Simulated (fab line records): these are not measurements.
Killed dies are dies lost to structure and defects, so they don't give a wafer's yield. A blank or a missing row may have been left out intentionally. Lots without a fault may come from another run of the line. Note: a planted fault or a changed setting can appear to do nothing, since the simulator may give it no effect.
A lot that was struck, set against a sound lot    flow sfqLine    37 out of 325 route steps
Sound: wafers L949.2, L949.3, L949.4. Wafers L955.1, L955.2, L955.5 were the ones struck. The cause is given at the end.
At each step with rows: each side's tool, then ch and its chambers, then its first start. Under that, the readings that differ: sound wafers    struck wafers    difference of the means    sigmas: that difference in standard deviations of wafers without a fault.
alike: readings whose means differ by less than 2 such deviations, and words and numbers that are the same on both sides. not compared: withheld readings, readings that some wafer has no value for, bounds like >300 that may hide the same value, and numbers for which the record gives no deviation and whose values overlap.
Wherever a step has rows on one side only, a row that says differs or no value, or a row with sigmas, the two part there. Non-overlapping numbers with no deviation appear without sigmas and do not part them. A reading missing from all wafers of one side parts the sides only when that side holds two or more wafers.

SFQ_R5_THK_MEAS_934: measures by xrf.
  sound: filmMetro-01 at day 57 02:28; struck: filmMetro-01 at day 59 08:14
reading           sound           struck          difference  sigmas
R5_MONX_THK (nm)  39.3 39.2 39.4  41.0 40.9 41.2  +1.7        +3
then, 6 steps without rows for these wafers: SFQ_TRILAYER_R5_LITHO_COAT_141 (resist thk 62 nm); SFQ_TRILAYER_R5_LITHO_COAT_136 (resist thk 600 nm); SFQ_TRILAYER_R5_LITHO_SOFTBAKE_140; SFQ_TRILAYER_R5_LITHO_EXPOSE_137 (exposes mask R5, target cd 500 nm); SFQ_TRILAYER_R5_LITHO_PEB_139 (peb time 60 s); SFQ_TRILAYER_R5_LITHO_DEVELOP_138 (time 60 s).
-- the record jumps here: 5 days lie between the struck wafers' starts before and after --
SFQ_R5_OVL_MEAS_935:
  sound: overlay-01 at day 62 17:51; struck: overlay-02 at day 64 06:46
  alike: R5_OVL
SFQ_TRILAYER_R5_BARC_OPEN_METAL_ETCH_177: etches BARC in O2, target depth 125 nm, time 41.7 s.
  sound on rieMetal-04 ch 0,1, day 62 17:53; struck on rieMetal-02 ch 0,1, day 64 06:49
  alike: chamberPressureMTorr, drypumpMotorCurrentA, oesProductAu
  not compared: rfHoursCounterH
SFQ_TRILAYER_R5_ETCH_METAL_ETCH_139: etches the open film in Cl2, stops on SiO2, target depth 60 nm, time 40 s.
  sound on rieMetal-04 ch 0,1, day 62 17:56; struck on rieMetal-02 ch 0,1, day 64 06:52
  alike: chamberPressureMTorr, drypumpMotorCurrentA, oesProductAu
  not compared: rfHoursCounterH
then, 2 steps without rows for these wafers: SFQ_TRILAYER_R5_STRIP_STRIP_140 (strips in O2); SFQ_TRILAYER_R5_STRIP_SOLV_CLEAN_141 (cleans in NMP, time 600 s).
SFQ_TRILAYER_A5C_DEP_PECVD_142: deposits SiO2 from SiH4/N2O, time 15.556 s, target thk 70 nm.
  sound on pecvd-04 ch 0,2, day 62 18:46; struck on pecvd-02 ch 0,1, day 64 07:56
reading               sound           struck          difference  sigmas
throttleValvePct (%)  25.4 26.2 26.5  23.9 22.6 23.9  -2.6        -2
  alike: heaterPowerW
then, 6 steps without rows for these wafers: SFQ_TRILAYER_I5_LITHO_COAT_149 (resist thk 62 nm); SFQ_TRILAYER_I5_LITHO_COAT_144 (resist thk 650 nm); SFQ_TRILAYER_I5_LITHO_SOFTBAKE_148; SFQ_TRILAYER_I5_LITHO_EXPOSE_145 (exposes mask I5, target cd 700 nm); SFQ_TRILAYER_I5_LITHO_PEB_147 (peb time 60 s); SFQ_TRILAYER_I5_LITHO_DEVELOP_146 (time 60 s).
-- the record jumps here: 5 days lie between the struck wafers' starts before and after --
SFQ_I5_OVL_MEAS_936:
  sound: overlay-01 at day 67 06:44; struck: overlay-01 at day 69 18:02
  alike: I5_OVL
SFQ_TRILAYER_I5_BARC_OPEN_VIA_ETCH_200: etches BARC in O2, target depth 125 nm, time 41.7 s.
  sound on rieDiel-03 ch 0,2,3, day 67 06:46; struck on rieDiel-01 ch 1,2,3, day 69 18:04
  alike: chamberPressureMTorr, drypumpMotorCurrentA, oesProductAu
  not compared: rfHoursCounterH
then, 1 step without rows for these wafers: SFQ_TRILAYER_I5_ETCH_VIA_ETCH_147 (etches the open film in CHF3, stops on Nb, target depth 360 nm).
SFQ_TRILAYER_I5_STRIP_STRIP_148: strips in O2.
  sound on rieMetal-01 ch 0,1, day 67 06:58; struck on rieMetal-01 ch 0,1, day 69 18:15
  alike: chamberPressureMTorr, drypumpMotorCurrentA, oesProductAu
  not compared: rfHoursCounterH
then, 7 steps without rows for these wafers: SFQ_TRILAYER_I5_STRIP_SOLV_CLEAN_149 (cleans in NMP, time 600 s); SFQ_TRILAYER_C5_LITHO_COAT_156 (resist thk 62 nm); SFQ_TRILAYER_C5_LITHO_COAT_151 (resist thk 650 nm); SFQ_TRILAYER_C5_LITHO_SOFTBAKE_155; SFQ_TRILAYER_C5_LITHO_EXPOSE_152 (exposes mask C5, target cd 500 nm); SFQ_TRILAYER_C5_LITHO_PEB_154 (peb time 60 s); SFQ_TRILAYER_C5_LITHO_DEVELOP_153 (time 60 s).
SFQ_C5_OVL_MEAS_937:
  sound: overlay-01 at day 67 09:59; struck: overlay-02 at day 69 22:47
  alike: C5_OVL
then, 1 step without rows for these wafers: SFQ_TRILAYER_C5_BARC_OPEN_VIA_ETCH_210 (etches BARC in O2, target depth 125 nm, time 41.7 s).
SFQ_TRILAYER_C5_ETCH_VIA_ETCH_154: etches SiO2 in CHF3, stops on Nb, target depth 84 nm.
  sound on rieDiel-01 ch 1,2,3, day 67 10:04; struck on rieDiel-01 ch 2,3, day 69 22:53
reading                       sound              struck             difference  sigmas
oesProductAu (a.u.)           0.895 0.893 0.893  1.009 0.997 1.001  +0.109      +14
model.etch.depthNm (nm)       69.98 69.21 69.33  84.22 83.07 83.96  +14.24      
model.C5.featureDepthNm (nm)  69.98 69.21 69.33  84.22 83.07 83.96  +14.24      
  alike: chamberPressureMTorr, drypumpMotorCurrentA
then, 2 steps without rows for these wafers: SFQ_TRILAYER_C5_STRIP_STRIP_155 (strips in O2); SFQ_TRILAYER_C5_STRIP_SOLV_CLEAN_156 (cleans in NMP, time 600 s).
SFQ_TRILAYER_M6_DEP_PRE_CLEAN_158: time 22.5 s.
  sound: pvdSputter-04 at day 67 10:54; struck: pvdSputter-03 at day 70 00:19
reading                                              sound              struck             difference  sigmas
model.SiO2_of_TRILAYER_A5C_DEP_PECVD_142.thkNm (nm)  62.48 61.71 61.83  133.4 132.8 136.6  +72.3       
SFQ_TRILAYER_M6_DEP_SPUTTER_157: material Nb, target thk 200 nm, time 133.3 s.
  sound: pvdSputter-04 at day 67 10:56; struck: pvdSputter-03 at day 70 00:21
  alike: throttleValvePct

## WHERE THEY PART
Earliest at SFQ_R5_THK_MEAS_934; latest, in this record, at SFQ_TRILAYER_C5_ETCH_VIA_ETCH_154. Later steps at which nothing parts them and some readings are alike: SFQ_TRILAYER_M6_DEP_SPUTTER_157.

WHY: whatever the simulator had introduced
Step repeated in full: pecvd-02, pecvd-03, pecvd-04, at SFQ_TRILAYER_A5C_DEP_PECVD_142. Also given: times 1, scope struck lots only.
